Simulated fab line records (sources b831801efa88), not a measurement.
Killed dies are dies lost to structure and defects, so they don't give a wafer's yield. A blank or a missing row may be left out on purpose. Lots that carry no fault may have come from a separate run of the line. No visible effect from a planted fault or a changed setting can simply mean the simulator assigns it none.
What tool caused it? | flow gf180mcu | 7 lots, 21 wafers sampled, at 2 steps of a route of 602

## WHAT THE GAUGES READ, wafer by wafer
GF_HV_LDD_CD_MEAS_46: the cd target is 400 nm.
lot  | measured     | on        | cd nm (nm)
L568 | day 13 03:37 | cd sem-02 | 397.7 397.0 398.4
L570 | day 13 15:38 | cd sem-01 | 399.7 397.2 400.3
L572 | day 14 12:01 | cd sem-01 | 400.4 402.5 400.4
L574 | day 14 23:56 | cd sem-02 | 401.0 401.0 402.0
L578 | day 16 09:38 | cd sem-01 | 396.4 397.4 396.0
L580 | day 16 23:13 | cd sem-01 | 400.0 402.2 401.1
L585 | day 18 18:08 | cd sem-02 | 398.7 399.4 402.6

## WHICH TOOL RAN EACH LOT (tool, then ch and the chambers of the sampled wafers, then the start)
lot  | GF_VT_IMPLANT_RTA_45
L568 | rtp anneal-01 ch 0, day 8 02:52
L570 | rtp anneal-01 ch 0, day 8 16:03
L572 | rtp anneal-02 ch 0, day 9 06:36
L574 | rtp anneal-01 ch 0, day 9 17:26
L578 | rtp anneal-02 ch 0, day 10 23:05
L580 | rtp anneal-02 ch 0, day 11 09:33
L585 | rtp anneal-02 ch 0, day 12 21:20
- GF_VT_IMPLANT_RTA_45: time 30 s.

## THE ANSWER, worked out from the rows above alone
Rule: the usual values come from the lots themselves. Put in order of their means at a reading, lots are off if they are a third of the lots or fewer, leave a main group of 4 or more, and stand apart from it by a gap of 3 or more times the standard deviation of the main group's means; of several such gaps the widest counts. A main group is skipped when, at the precision printed for the reading in the tables above, its means are all equal. A lot without any number at a reading at which 4 lots or more have one is off too. The other lots that the step has rows for count as sound.
Nothing can be told from this: no lot is off at any reading shown.

## WHAT WAS PUT IN BY THE SIMULATOR
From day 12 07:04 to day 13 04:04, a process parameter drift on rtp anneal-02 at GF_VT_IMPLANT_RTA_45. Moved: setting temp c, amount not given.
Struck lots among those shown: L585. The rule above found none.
